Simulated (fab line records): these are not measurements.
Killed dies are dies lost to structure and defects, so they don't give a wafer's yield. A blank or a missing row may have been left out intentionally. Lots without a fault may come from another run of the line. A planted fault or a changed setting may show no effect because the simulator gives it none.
A lot that was struck, set against a sound lot    flow gf180mcu    43 out of 602 route steps
Sound: wafers L794.3, L794.4, L794.5. Struck: wafer L802.3. (L802.2, L802.5 of the same lot were not struck and are left out.) The cause comes at the end.
Each step with rows lists, per side, the tool, then ch with its chambers, then its first start. Under that, the readings that differ: sound wafers    struck wafers    difference of the means    sigmas: that difference in standard deviations of wafers without a fault.
alike: a reading whose means differ by less than 2 such deviations, as well as words and numbers matching on both sides. not compared: withheld readings; readings where some wafer has no value; bounds like >300 that might hide an equal value; numbers whose values overlap and for which the record gives no deviation.
A row with sigmas, a row that says differs or no value, or rows on one side alone: a step with any of these is where the two part. Numbers that don't overlap but have no deviation are shown without sigmas and don't part them. A reading that every wafer of one side lacks parts them only if that side has two wafers or more.

first, 1 step without rows for these wafers: GF_MVPSD_IMPLANT_09.
GF_MVPSD_STRIP_10: strips in O2/N2.
  sound on plasmaAsher-03 ch 0,1, day 6 20:59; struck on plasmaAsher-02 ch 0, day 9 04:27
  alike: drypumpMotorCurrentA, heaterPowerW, oesProductAu, stripTimeToEndpointS
  not compared: rfHoursCounterH
GF_MVPSD_TW_MEAS_11:
  sound on filmMetro-04 at day 6 21:05; struck on filmMetro-04 at day 9 04:34
  alike: MVPSD_TW
then, 7 steps without rows for these wafers: GF_VT_IMPLANT_DEHYDRATE_00 (time 60 s); GF_VT_IMPLANT_HMDS_01 (prime time 60 s); GF_VT_IMPLANT_COAT_02 (resist thk 1000 nm); GF_VT_IMPLANT_SOFTBAKE_03 (time 60 s); GF_VT_IMPLANT_EXPOSE_04 (exposes mask LVPWELL LV AREA, target cd 600 nm); GF_VT_IMPLANT_PEB_05; GF_VT_IMPLANT_DEVELOP_06 (develop time 60 s).
GF_VT_IMPLANT_OVL_MEAS_07:
  sound on overlay-02 at day 7 12:40; struck on overlay-02 at day 9 21:44
  alike: VT_IMPLANT_OVL
after that, 1 step had no rows for these wafers: GF_VT_IMPLANT_IMPLANT_08.
GF_VT_IMPLANT_STRIP_09: strips in O2/N2.
  sound on plasmaAsher-01 ch 0,1, day 7 12:52; struck on plasmaAsher-03 ch 0, day 9 21:55
  alike: drypumpMotorCurrentA, heaterPowerW, oesProductAu, stripTimeToEndpointS
  not compared: rfHoursCounterH
GF_VT_IMPLANT_TW_MEAS_10:
  sound on filmMetro-04 at day 7 12:57; struck on filmMetro-03 at day 9 22:05
  alike: VT_IMPLANT_TW
then, 3 steps without rows for these wafers: GF_VT_IMPLANT_DEHYDRATE_11 (time 60 s); GF_VT_IMPLANT_HMDS_12 (prime time 60 s); GF_VT_IMPLANT_COAT_13 (resist thk 1000 nm).
GF_VT_IMPLANT_SOFTBAKE_14: time 61.6 s.
  sound on lithoTrack-03 ch 0, day 7 21:02; struck on lithoTrack-04 ch 0, day 10 06:20
  alike: exhaustPa, plateSensorTCentreC, plateSensorTEdgeC
then, 3 steps without rows for these wafers: GF_VT_IMPLANT_EXPOSE_15 (exposes mask Nwell LV AREA, target cd 860 nm); GF_VT_IMPLANT_PEB_16; GF_VT_IMPLANT_DEVELOP_17 (develop time 60 s).
GF_VT_IMPLANT_OVL_MEAS_18:
  sound on overlay-02 at day 8 04:58; struck on overlay-02 at day 10 15:19
  alike: VT_IMPLANT_01_OVL
after that, 1 step had no rows for these wafers: GF_VT_IMPLANT_IMPLANT_19.
GF_VT_IMPLANT_STRIP_20: strips in O2/N2.
  sound on plasmaAsher-01 ch 0,1, day 8 05:10; struck on plasmaAsher-01 ch 0, day 10 15:29
reading              sound              struck  difference  sigmas
oesProductAu (a.u.)  0.717 0.723 0.720  0.708   -0.012      -2
  alike: drypumpMotorCurrentA, heaterPowerW, stripTimeToEndpointS
  not compared: rfHoursCounterH
GF_VT_IMPLANT_TW_MEAS_21:
  sound on filmMetro-04 at day 8 05:15; struck on filmMetro-04 at day 10 15:36
  alike: VT_IMPLANT_2_TW
then, 7 steps without rows for these wafers: GF_VT_IMPLANT_DEHYDRATE_22 (time 60 s); GF_VT_IMPLANT_HMDS_23 (prime time 60 s); GF_VT_IMPLANT_COAT_24 (resist thk 1000 nm); GF_VT_IMPLANT_SOFTBAKE_25 (time 60 s); GF_VT_IMPLANT_EXPOSE_26 (exposes mask LVPWELL HV AREA, target cd 860 nm); GF_VT_IMPLANT_PEB_27; GF_VT_IMPLANT_DEVELOP_28 (develop time 60 s).
GF_VT_IMPLANT_OVL_MEAS_29:
  sound on overlay-02 at day 8 21:46; struck on overlay-01 at day 11 10:25
  alike: VT_IMPLANT_02_OVL
after that, 1 step had no rows for these wafers: GF_VT_IMPLANT_IMPLANT_30.
GF_VT_IMPLANT_STRIP_31: strips in O2/N2.
  sound on plasmaAsher-03 ch 0,1, day 8 21:58; struck on plasmaAsher-03 ch 0, day 11 10:35
  alike: drypumpMotorCurrentA, heaterPowerW, oesProductAu, stripTimeToEndpointS
  not compared: rfHoursCounterH
GF_VT_IMPLANT_TW_MEAS_32:
  sound on filmMetro-01 at day 8 22:04; struck on filmMetro-04 at day 11 10:42
  alike: VT_IMPLANT_3_TW
then, 6 steps without rows for these wafers: GF_VT_IMPLANT_DEHYDRATE_33 (time 60 s); GF_VT_IMPLANT_HMDS_34 (prime time 60 s); GF_VT_IMPLANT_COAT_35 (resist thk 1000 nm); GF_VT_IMPLANT_SOFTBAKE_36 (time 60 s); GF_VT_IMPLANT_EXPOSE_37 (exposes mask Nwell HV AREA, target cd 860 nm); GF_VT_IMPLANT_PEB_38.
-- record jumps: 23 days separate the struck wafers' starts on either side; left off in module VT_IMPLANT, taken up again in module PASSIVATION, whose first shown step is the route's number 602 --
GF_PASSIVATION_PROBE_99:
  the record has rows for the struck wafers here (prober-02, day 34 02:27) and none for the sound ones

WHERE THEY PART
At GF_VT_IMPLANT_STRIP_20 first; at GF_PASSIVATION_PROBE_99 last (within this record only).

WHY: whatever the simulator had introduced
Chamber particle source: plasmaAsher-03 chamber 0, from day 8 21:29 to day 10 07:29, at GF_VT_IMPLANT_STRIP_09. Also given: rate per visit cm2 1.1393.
